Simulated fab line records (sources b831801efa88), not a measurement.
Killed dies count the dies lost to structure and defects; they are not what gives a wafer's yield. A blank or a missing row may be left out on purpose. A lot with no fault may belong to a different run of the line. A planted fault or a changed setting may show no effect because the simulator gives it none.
A lot that was struck, set against a sound lot -- flow sky130 -- 16 steps out of a route of 708
Sound: these wafers, L233.1, L233.5, L233.6. Struck: wafer L237.3. (L237.2, L237.6 of the same lot were not struck and are left out.) The cause comes at the end.
Order at every step that has rows: each side's tool, ch and its chambers, its first start. Under that, the readings that differ: sound wafers -- struck wafers -- difference of the means -- sigmas: that difference in standard deviations of wafers without a fault.
alike: words and numbers the same on both sides, and readings whose means are apart by under 2 such deviations; not compared: readings that were withheld, readings missing a value for some wafer, numbers with overlapping values and no deviation given by the record, and bounds like >300 which may hide the same value.
Wherever a step has rows on one side only, a row that says differs or no value, or a row with sigmas, the two part there. Non-overlapping numbers with no deviation appear without sigmas and do not part them. Lack of a reading on every wafer of one side parts them only where that side has two or more wafers.

first, 2 steps without rows for these wafers: SKY_METAL4_PEB_11; SKY_METAL4_DEVELOP_12 (develop time 60 s).
SKY_METAL4_CD_MEAS_13: the cd target is 300 nm.
  sound on cd sem-01, day 43 02:29; struck on cd sem-01, day 43 20:02
reading,sound,struck,difference,sigmas
cd nm (nm),297.5 297.3 297.5,303.2,+5.8,+4
SKY_METAL4_OVL_MEAS_14:
  sound on overlay-02, day 43 02:37; struck on overlay-02, day 43 20:09
reading,sound,struck,difference,sigmas
METAL4_OVL (nm),-5 -6 -4,10,+15,+2
SKY_METAL4_DESCUM_15: chemistry O2, time 8 s.
  sound on rie metal-04 ch 0,1, day 43 02:38; struck on rie metal-04 ch 0, day 43 20:11
  alike: drypump motor current A, oes product au
  not compared: rf hours counter h
SKY_METAL4_ETCH_16: etches BARC in N2/H2, stops on SiO2, time 88.2 s, target depth 60 nm.
  sound on rie metal-04 ch 0,1, day 43 02:40; struck on rie metal-04 ch 0, day 43 20:13
  alike: drypump motor current A, oes product au, throttle valve pct
  not compared: rf hours counter h
SKY_METAL4_ETCH_17: etches SiO2 in C4F8/O2/Ar, stops on TiN, time 3.9 s, target depth 15 nm.
  sound on rie diel-02 ch 0,3, day 43 02:46; struck on rie diel-02 ch 2, day 43 20:19
  alike: oes product au
  not compared: rf hours counter h
SKY_METAL4_METAL_ETCH_18: etches the open film in Cl2/BCl3, stops on SiO2, target depth 845 nm, time 183.1 s.
  sound on rie metal-03 ch 0,1, day 43 02:47; struck on rie metal-02 ch 1, day 43 20:20
reading,sound,struck,difference,sigmas
drypump motor current A (A),5.3 4.9 5.3,6.1,+0.9,+2
oes product au (a.u.),0.867 0.865 0.860,0.881,+0.017,+3
  alike: throttle valve pct
  not compared: rf hours counter h
then, 4 steps without rows for these wafers: SKY_METAL4_STRIP_19 (strips in O2/N2); SKY_METAL4_STRIP_20 (strips in post etch residue remover, time 1200 s); SKY_METAL4_CLEAN_21 (cleans in IPA, time 180 s); SKY_METAL4_CLEAN_22 (cleans in O3/DIW).
SKY_VIA4_HDPCVD_00: deposits SiO2, target thk 1750 nm, time 291.7 s.
  sound on hdpcvd-02 ch 0,1,2, day 43 03:34; struck on hdpcvd-01 ch 0, day 43 21:06
reading,sound,struck,difference,sigmas
run length s (s),320.2 320.7 320.5,341.1,+20.6,+28
model.SiO2_of_VIA4_HDPCVD_00.thk nm (nm),1745 1744 1778,1898,+142,
  alike: susceptor temp C
SKY_VIA4_THK_MEAS_01:
  sound on film metro-02, day 43 03:44; struck on film metro-04, day 43 21:32
reading,sound,struck,difference,sigmas
VIA4_HDPCVD_THK (nm),1745 1743 1779,1898,+142,+7
  not compared: hold
SKY_VIA4_CMP_02: polishes SiO2.
  sound on cmp-01 ch 0,1, day 43 03:48; struck on cmp-01 ch 1, day 44 00:38
reading,sound,struck,difference,sigmas
hold,- - -,await dispo/3.0h/release,no value on the sound wafers,
  alike: motor current A, retaining ring pressure frac
SKY_PAD_OPEN_PROBE_99:
  sound wafers here have rows in the record (prober-01, day 46 22:02); struck ones have none

== WHERE THEY PART ==
First at SKY_METAL4_CD_MEAS_13; last, within this record, at SKY_PAD_OPEN_PROBE_99.

WHY: what had been put in by the simulator
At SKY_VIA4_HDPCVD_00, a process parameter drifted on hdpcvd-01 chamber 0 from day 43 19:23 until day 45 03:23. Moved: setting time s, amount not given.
